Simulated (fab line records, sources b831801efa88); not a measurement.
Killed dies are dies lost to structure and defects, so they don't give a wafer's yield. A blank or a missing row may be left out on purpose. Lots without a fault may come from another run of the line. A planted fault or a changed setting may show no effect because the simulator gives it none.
Which tool did it? | flow sky130 | 14 lots, 42 wafers sampled, at 3 steps of a route of 708

WHAT THE GAUGES READ, wafer by wafer
SKY_NWELL_OVL_MEAS_23. Usual: NWELL_01_OVL -0.5 nm, standard deviation 1.9.
lot  | measured     | on         | NWELL_01_OVL (nm) | flag
L281 | day 5 08:21  | overlay-01 | -0.6 -1.3 -1.6    |
L282 | day 5 20:56  | overlay-02 | -1.3 -2.0 -2.5    |
L284 | day 6 04:45  | overlay-01 | -2.7 -1.3 -4.2    |
L285 | day 6 09:08  | overlay-02 | -2.1 -1.5 -2.8    |
L287 | day 6 15:11  | overlay-01 | 0.3 0.4 -0.4      |
L289 | day 7 06:42  | overlay-01 | 2.0 1.3 1.6       |
L291 | day 7 17:27  | overlay-01 | -0.8 0.4 1.4      |
L292 | day 7 23:54  | overlay-02 | -1.0 -1.2 -1.1    |
L293 | day 8 06:29  | overlay-01 | 1.5 2.0 1.7       |
L294 | day 8 12:39  | overlay-02 | 0.6 0.9 1.0       |
L295 | day 8 19:32  | overlay-01 | -1.8 -3.5 -2.0    |
L296 | day 9 01:41  | overlay-02 | 0.3 0.9 -0.3      |
L303 | day 10 23:50 | overlay-02 | -0.3 0.5 -0.3     |
L304 | day 11 02:32 | overlay-01 | 3.9 3.6 4.1       |

SKY_NWELL_RS_MEAS_29: measures by four-point-probe. Usual: NWELL_RS 617.5 ohm/sq, standard deviation 1.8.
lot  | measured     | on            | NWELL_RS (ohm/sq) | flag
L281 | day 5 08:53  | film_metro-03 | 616.5 617.8 617.9 |
L282 | day 5 21:27  | film_metro-03 | 613.9 615.9 614.0 |
L284 | day 6 05:16  | film_metro-01 | 619.7 618.3 621.0 |
L285 | day 6 09:40  | film_metro-03 | 613.7 617.1 617.9 |
L287 | day 6 15:41  | film_metro-02 | 616.0 616.0 615.6 |
L289 | day 7 07:14  | film_metro-03 | 616.5 617.3 616.7 |
L291 | day 7 17:58  | film_metro-03 | 619.2 620.3 616.3 |
L292 | day 8 00:25  | film_metro-01 | 619.8 618.9 620.3 |
L293 | day 8 06:59  | film_metro-02 | 616.9 618.5 616.2 |
L294 | day 8 13:10  | film_metro-01 | 619.7 616.3 618.9 |
L295 | day 8 20:03  | film_metro-03 | 616.5 615.9 618.8 |
L296 | day 9 02:11  | film_metro-01 | 619.0 618.1 618.7 |
L303 | day 11 00:22 | film_metro-01 | 618.4 618.3 619.3 |
L304 | day 11 03:02 | film_metro-03 | 614.7 615.5 616.7 |

SKY_VT_ADJUST_LVTN_OVL_MEAS_07. Usual: VT_ADJUST_LVTN_OVL -0.8 nm, standard deviation 1.3.
lot  | measured     | on         | VT_ADJUST_LVTN_OVL (nm) | flag
L281 | day 6 21:39  | overlay-02 | -1.1 -1.0 -2.1          |
L282 | day 7 12:30  | overlay-02 | 0.1 -0.3 -1.0           |
L284 | day 7 20:39  | overlay-02 | 0.6 -1.0 0.1            |
L285 | day 8 01:16  | overlay-02 | -1.7 -2.3 -3.6          |
L287 | day 8 07:47  | overlay-02 | -1.8 -1.6 -2.1          |
L289 | day 9 01:32  | overlay-01 | 0.2 1.1 0.2             |
L291 | day 9 13:50  | overlay-01 | -0.2 -1.9 -1.9          |
L292 | day 9 20:33  | overlay-01 | -0.4 -0.5 0.8           |
L293 | day 10 03:31 | overlay-02 | -2.7 -1.0 -3.8          |
L294 | day 10 09:26 | overlay-01 | -1.1 0.1 -1.6           |
L295 | day 10 17:19 | overlay-01 | 0.6 1.7 1.0             |
L296 | day 11 00:59 | overlay-02 | 0.6 1.2 0.3             |
L303 | day 13 00:20 | overlay-02 | -2.8 -2.1 -1.6          |
L304 | day 13 03:44 | overlay-02 | -0.4 -0.4 -0.2          |

WHICH TOOL RAN EACH LOT (tool, then ch and the chambers of the sampled wafers, then the start)
The record holds no process step before these readings.

WHAT THE TOOLS THEMSELVES READ (means of the sampled wafers that have a number; where no wafer has one, the mark that the record gives instead)
The record holds no such reading with a usual standard deviation.

THE ANSWER, worked out from the rows above alone
Rule: a lot is off if the mean of its wafers that have a number lies more than 3 standard deviations from the usual mean. A lot without any number at a reading at which 4 lots or more have one is off too. The other lots that the step has rows for count as sound. The gauges are gone through in route order, then the tools' own readings, and for those a lot's mean is taken as printed above. The first step at which some lot is off is used, and at that step the reading that is off furthest; a lot without a number counts as furthest.
No lot is off at any reading shown: from this, nothing can be told.

WHAT THE SIMULATOR HAD PUT IN
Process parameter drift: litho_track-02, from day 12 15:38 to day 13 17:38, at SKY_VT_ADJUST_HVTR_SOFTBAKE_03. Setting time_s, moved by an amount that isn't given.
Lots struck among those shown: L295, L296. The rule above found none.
